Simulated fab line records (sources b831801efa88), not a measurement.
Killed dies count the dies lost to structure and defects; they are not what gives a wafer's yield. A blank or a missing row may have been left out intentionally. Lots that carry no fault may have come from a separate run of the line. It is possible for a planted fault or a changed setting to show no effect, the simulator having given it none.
fab line records	flow gf180mcu
record lots=13	wafers=37	lastDay=34
route steps=602 shown VT_IMPLANT@109 HV_LDD@198
lots with no fault: from the same line, run without faults
startH: hours from the record's opening day to when the first of the lot's shown wafers began	waitH: hours elapsed since this lot's preceding step	" repeats the value in the row above	L1.1+2: one row covering several wafers at once	- no value, or no start given	* or withheld: withheld	< > ~ a bound
route shown NAME@n: names a module that has steps shown in the file, with the first one's number in the route	usual: the fault-free wafers' mean and standard deviation	same: alike in all rows	chamber/n: place in a boat	sites: readings site by site	_std_site: the values' standard deviation	_edge_site: the outer-site mean with the inner-site mean subtracted	radiusMm: how far each site lies from the wafer's centre	mask NAME#n: copy n	behind: the most recent tool/chamber to have shaped the wafer	hold: why the lot was held/for how many hours/how that ended	device: which transistor (n, p or np) failed to switch	end of line: tests of these same wafers at the route's end	for a step that has no rows: nothing shown but its recipe	killed: not the wafer's yield, but the dies lost to structure and defects at the first sort	map: dies across one wafer; x = killed, . = not, _ = none there
set.NAME: the run value of the setting; set.NAME@STEP: its run value at that earlier step	model.NAME: the simulator's own value behind a step, which no gauge read
the route's steps for a sample of lots (tables are steps, rows are wafers)
services: the hour from which a tool's chamber was out of use, counted from the record's first day as startH (under 0 if before that day), plus the number of hours and why
## steps
# step GF_VT_IMPLANT_IMPLANT_19
# recipe species=As	energyKev=100	doseCm2=4.35e+12	tiltDeg=7
# usual beamEnergyKeV=100.00/0.03	beamOnS=10.04/0.19	doseIonsCm2=4.35e+12/4.3e+09	faradayCurrentUA=24.4/0.46
# same implantIonAmu=75
lot.wafer	tool	chamber	startH	waitH	beamEnergyKeV	beamOnS	doseIonsCm2	faradayCurrentUA
L605.3	implanter-01	0	124.35	0.1	100.02	10.22	4.351e+12	24.1
L605.5	"	0	"	"	100.02	10.10	4.352e+12	24.2
L605.6	"	0	"	"	100.05	9.88	4.354e+12	24.8
L607.1	implanter-01	0	137.35	0.0	100.01	10.44	4.346e+12	23.3
L607.2	"	0	"	"	99.99	9.87	4.346e+12	24.9
L607.6	"	0	"	"	99.96	9.92	4.352e+12	24.8
L608.1	implanter-03	0	142.00	0.0	99.99	9.99	4.356e+12	24.4
L608.4	"	0	"	"	100.01	10.03	4.346e+12	24.5
L608.6	"	0	"	"	99.99	10.08	4.356e+12	24.5
L609.2	implanter-03	0	153.48	0.0	100.01	10.32	4.35e+12	23.8
L609.5	"	0	"	"	99.97	9.87	4.355e+12	24.9
L609.6	"	0	"	"	99.97	9.90	4.352e+12	24.8
L610.1	implanter-02	0	157.95	0.0	100.00	10.23	4.348e+12	24.0
L610.5	"	0	"	"	99.95	10.10	4.347e+12	24.3
L610.6	"	0	"	"	99.98	9.69	4.346e+12	25.2
L611.2	implanter-03	0	164.33	0.0	100.02	10.36	4.347e+12	23.7
L611.5	"	0	"	"	100.02	10.02	4.345e+12	24.4
L611.6	"	0	"	"	100.06	10.04	4.341e+12	24.5
L612.1	implanter-02	0	170.60	0.0	100.03	10.13	4.354e+12	24.3
L612.3	"	0	"	"	100.02	9.98	4.35e+12	24.6
L612.6	"	0	"	"	100.04	10.03	4.35e+12	24.4
L613.1	implanter-03	0	176.79	0.0	99.94	10.06	4.348e+12	24.4
L613.5	"	0	"	"	99.93	10.25	4.351e+12	23.9
L613.6	"	0	"	"	99.94	9.98	4.351e+12	24.6
L614.3	implanter-03	0	182.60	0.1	99.99	10.06	4.358e+12	24.5
L614.5	"	0	"	"	99.97	10.36	4.353e+12	23.6
L614.6	"	0	"	"	99.97	10.07	4.355e+12	24.2
L621.2	implanter-03	0	228.52	0.0	100.02	8.52	4.348e+12	28.8
L621.4	"	0	"	"	99.99	10.04	4.349e+12	24.4
L623.1	implanter-03	0	239.30	0.0	99.99	10.10	4.352e+12	24.2
L623.2	"	0	"	"	100.03	8.61	4.351e+12	28.5
L625.2	implanter-02	0	251.87	0.0	99.92	10.14	4.354e+12	24.2
L625.3	"	0	"	"	99.98	9.70	4.353e+12	25.3
L625.5	"	0	"	"	99.94	10.09	4.355e+12	24.3
L628.2	implanter-02	0	269.57	0.0	100.05	10.07	4.347e+12	24.4
L628.5	"	0	"	"	100.00	10.35	4.347e+12	23.7
L628.6	"	0	"	"	100.03	10.14	4.345e+12	24.3
# step GF_VT_IMPLANT_TW_MEAS_21
# usual VT_IMPLANT_2_TW=1225/15
lot.wafer	tool	chamber	startH	waitH	VT_IMPLANT_2_TW
L605.3	filmMetro-01	-	124.57	0.1	1228
L605.5	"	-	"	"	1235
L605.6	"	-	"	"	1235
L607.1	filmMetro-01	-	137.60	0.1	1230
L607.2	"	-	"	"	1233
L607.6	"	-	"	"	1235
L608.1	filmMetro-01	-	142.25	0.1	1234
L608.4	"	-	"	"	1238
L608.6	"	-	"	"	1236
L609.2	filmMetro-04	-	153.71	0.1	1207
L609.5	"	-	"	"	1205
L609.6	"	-	"	"	1213
L610.1	filmMetro-01	-	158.20	0.1	1238
L610.5	"	-	"	"	1232
L610.6	"	-	"	"	1232
L611.2	filmMetro-01	-	164.56	0.1	1242
L611.5	"	-	"	"	1233
L611.6	"	-	"	"	1237
L612.1	filmMetro-03	-	170.85	0.1	1206
L612.3	"	-	"	"	1208
L612.6	"	-	"	"	1206
L613.1	filmMetro-03	-	177.04	0.1	1205
L613.5	"	-	"	"	1204
L613.6	"	-	"	"	1208
L614.3	filmMetro-03	-	182.82	0.1	1205
L614.5	"	-	"	"	1204
L614.6	"	-	"	"	1202
L621.2	filmMetro-01	-	228.75	0.1	1172
L621.4	"	-	"	"	1246
L623.1	filmMetro-01	-	239.55	0.1	1246
L623.2	"	-	"	"	1164
L625.2	filmMetro-01	-	252.10	0.1	1240
L625.3	"	-	"	"	1243
L625.5	"	-	"	"	1246
L628.2	filmMetro-03	-	269.81	0.1	1203
L628.5	"	-	"	"	1193
L628.6	"	-	"	"	1194
# step GF_HV_LDD_STRIP_22
# recipe chemistry=O2/N2	powerW=1400	pressureMtorr=1500	platenTempC=250	o2FlowSccm=3000	n2FlowSccm=300	overashFraction=0.5
# usual drypumpMotorCurrentA=5.47/0.21	heaterPowerW=328/9.6	oesProductAu=0.716/0.0045	stripTimeToEndpointS=12.623/0.028
lot.wafer	tool	chamber	startH	waitH	drypumpMotorCurrentA	heaterPowerW	oesProductAu	rfHoursCounterH	stripTimeToEndpointS
L605.3	plasmaAsher-04	1	233.55	0.1	5.58	343	0.716	-	12.653
L605.5	"	1	"	"	5.59	338	0.708	-	12.648
L605.6	"	0	"	"	5.23	337	0.718	-	12.628
L607.1	plasmaAsher-04	1	250.72	0.1	5.60	329	0.712	14	12.610
L607.2	"	0	"	"	5.22	334	0.724	14	12.632
L607.6	"	0	"	"	5.24	333	0.714	-	12.640
L608.1	plasmaAsher-04	0	253.22	0.1	5.22	332	0.711	14	12.596
L608.4	"	0	"	"	5.20	339	0.715	-	12.573
L608.6	"	0	"	"	5.23	331	0.715	-	12.599
L609.2	plasmaAsher-02	1	265.36	0.1	5.84	323	0.715	60	12.607
L609.5	"	1	"	"	5.87	326	0.711	-	12.635
L609.6	"	0	"	"	5.51	319	0.712	-	12.629
L610.1	plasmaAsher-04	0	272.32	0.1	5.23	336	0.711	16	12.650
L610.5	"	0	"	"	5.20	321	0.709	-	12.635
L610.6	"	1	"	"	5.60	337	0.712	-	12.629
L611.2	plasmaAsher-02	1	279.77	0.1	5.83	328	0.721	61	12.643
L611.5	"	0	"	"	5.54	310	0.709	-	12.619
L611.6	"	1	"	"	5.86	326	0.719	-	12.632
L612.1	plasmaAsher-04	0	283.92	0.1	5.20	328	0.718	17	12.654
L612.3	"	0	"	"	5.22	329	0.712	-	12.668
L612.6	"	0	"	"	5.21	336	0.714	-	12.637
L613.1	plasmaAsher-04	0	298.82	0.1	5.19	334	0.709	19	12.643
L613.5	"	1	"	"	5.61	343	0.714	-	12.630
L613.6	"	0	"	"	5.21	321	0.722	-	12.660
L614.3	plasmaAsher-04	1	302.15	0.1	5.59	329	0.719	-	12.627
L614.5	"	1	"	"	5.59	337	0.717	-	12.629
L614.6	"	0	"	"	5.20	329	0.708	-	12.617
L621.2	plasmaAsher-04	0	358.32	0.1	5.24	325	0.716	26	12.629
L621.4	"	1	"	"	5.62	328	0.713	-	12.587
L623.1	plasmaAsher-04	0	372.67	0.1	5.21	322	0.715	27	12.537
L623.2	"	1	"	"	5.59	342	0.718	27	12.550
L625.2	plasmaAsher-04	0	385.96	0.1	5.24	328	0.723	29	12.573
L625.3	"	1	"	"	5.58	336	0.715	-	12.604
L625.5	"	0	"	"	5.21	325	0.716	-	12.615
L628.2	plasmaAsher-01	0	407.16	0.1	5.51	302	0.719	79	12.669
L628.5	"	0	"	"	5.54	312	0.721	-	12.628
L628.6	"	1	"	"	5.34	324	0.720	-	12.629
# step GF_HV_LDD_TW_MEAS_38
# usual HV_LDD_3_TW=1429/13
lot.wafer	tool	chamber	startH	waitH	HV_LDD_3_TW
L605.3	filmMetro-02	-	252.79	0.1	1440
L605.5	"	-	"	"	1438
L605.6	"	-	"	"	1433
L607.1	filmMetro-03	-	269.47	0.1	1421
L607.2	"	-	"	"	1420
L607.6	"	-	"	"	1413
L608.1	filmMetro-02	-	273.82	0.1	1440
L608.4	"	-	"	"	1442
L608.6	"	-	"	"	1437
L609.2	filmMetro-03	-	285.77	0.1	1413
L609.5	"	-	"	"	1418
L609.6	"	-	"	"	1414
L610.1	filmMetro-02	-	292.12	0.1	1439
L610.5	"	-	"	"	1429
L610.6	"	-	"	"	1435
L611.2	filmMetro-03	-	299.78	0.1	1411
L611.5	"	-	"	"	1415
L611.6	"	-	"	"	1413
L612.1	filmMetro-04	-	305.31	0.1	1440
L612.3	"	-	"	"	1434
L612.6	"	-	"	"	1447
L613.1	filmMetro-03	-	320.27	0.1	1418
L613.5	"	-	"	"	1406
L613.6	"	-	"	"	1420
L614.3	filmMetro-04	-	324.08	0.1	1434
L614.5	"	-	"	"	1430
L614.6	"	-	"	"	1442
L621.2	filmMetro-02	-	381.78	0.1	1439
L621.4	"	-	"	"	1443
L623.1	filmMetro-02	-	396.16	0.1	1424
L623.2	"	-	"	"	1434
L625.2	filmMetro-04	-	409.67	0.1	1442
L625.3	"	-	"	"	1443
L625.5	"	-	"	"	1440
L628.2	filmMetro-02	-	432.42	0.1	1442
L628.5	"	-	"	"	1442
L628.6	"	-	"	"	1445
# step GF_HV_LDD_CD_MEAS_46
# recipe targetCdNm=400
# usual cdNm=400.0/2.4
lot.wafer	tool	chamber	startH	waitH	cdNm
L605.3	cdSem-02	-	272.35	0.1	399.3
L605.5	"	-	"	"	398.6
L605.6	"	-	"	"	399.9
L607.1	cdSem-02	-	288.76	0.1	400.1
L607.2	"	-	"	"	401.8
L607.6	"	-	"	"	404.1
L608.1	cdSem-02	-	293.07	0.1	397.7
L608.4	"	-	"	"	401.3
L608.6	"	-	"	"	399.7
L609.2	cdSem-02	-	306.69	0.1	404.1
L609.5	"	-	"	"	405.7
L609.6	"	-	"	"	407.0
L610.1	cdSem-01	-	312.96	0.1	401.8
L610.5	"	-	"	"	400.3
L610.6	"	-	"	"	401.1
L611.2	cdSem-01	-	321.03	0.1	405.5
L611.5	"	-	"	"	403.3
L611.6	"	-	"	"	402.8
L612.1	cdSem-02	-	326.26	0.1	399.5
L612.3	"	-	"	"	400.3
L612.6	"	-	"	"	399.8
L613.1	cdSem-01	-	341.61	0.1	398.7
L613.5	"	-	"	"	396.3
L613.6	"	-	"	"	398.2
L614.3	cdSem-01	-	345.10	0.1	395.2
L614.5	"	-	"	"	393.6
L614.6	"	-	"	"	394.3
L621.2	cdSem-02	-	405.63	0.1	401.2
L621.4	"	-	"	"	398.3
L623.1	cdSem-01	-	419.51	0.1	400.7
L623.2	"	-	"	"	402.0
L625.2	cdSem-02	-	433.23	0.1	400.2
L625.3	"	-	"	"	398.7
L625.5	"	-	"	"	398.6
L628.2	cdSem-02	-	457.03	0.1	398.7
L628.5	"	-	"	"	397.2
L628.6	"	-	"	"	396.9
## services
tool	chamber	startH	hours	kind
implanter-02	-	101.59	35.9	repair
plasmaAsher-04	-	108.75	9.0	pm
plasmaAsher-04	0	108.75	9.0	ventCycle
plasmaAsher-04	1	108.75	9.0	ventCycle
plasmaAsher-04	0	117.75	-	clean
plasmaAsher-04	1	117.75	-	clean
implanter-02	-	148.82	2.2	repair
implanter-01	-	156.63	5.1	pm
plasmaAsher-02	-	164.89	1.2	repair
implanter-03	-	232.56	3.7	repair
implanter-01	-	240.11	2.9	repair
implanter-02	-	240.77	1.6	repair
implanter-01	-	256.84	2.4	repair
implanter-02	-	318.02	1.8	repair
plasmaAsher-01	-	322.29	3.9	repair
implanter-02	-	358.14	1.7	repair
implanter-01	-	367.47	3.0	repair
plasmaAsher-01	-	384.36	4.9	repair
implanter-02	-	385.97	7.2	pm
plasmaAsher-01	-	386.80	0.4	repair
implanter-03	-	388.19	3.6	pm
plasmaAsher-04	-	395.55	6.4	repair
plasmaAsher-02	-	400.77	28.1	pm
## key
firstSign step=GF_VT_IMPLANT_IMPLANT_19	reading=faradayCurrentUA	direction=up	sigmas=9.2	usual=24.4	struck=28.6
effect step=GF_VT_IMPLANT_IMPLANT_19	reading=beamOnS	direction=down	sigmas=7.8	usual=10.04	struck=8.56
effect step=GF_VT_IMPLANT_TW_MEAS_21	reading=VT_IMPLANT_2_TW	direction=down	sigmas=3.9	usual=1225	struck=1168
metAt GF_VT_IMPLANT_IMPLANT_19
struckLots L621,L623
struckWafers L621.2,L623.2
testerLeftOut L621,L623
notActingAt GF_HV_LDD_STRIP_22,GF_HV_LDD_TW_MEAS_38,GF_HV_LDD_CD_MEAS_46
onsetBetween 182.60 228.52
fault kind=processParameterDrift	tool=implanter-03	chamber=-	onsetH=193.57	steps=GF_VT_IMPLANT_IMPLANT_19	channel=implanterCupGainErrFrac	offset=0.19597	shape=step	endH=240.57	scope=struckWafersOnly
# testerLeftOut: of these lots the tester's yield and bins aren't shown, on N5 and GAA mostly nor the transistor test; their killed dies are dies lost to structure and defects alone, not to doping, threshold or leakage, so they don't give the yield
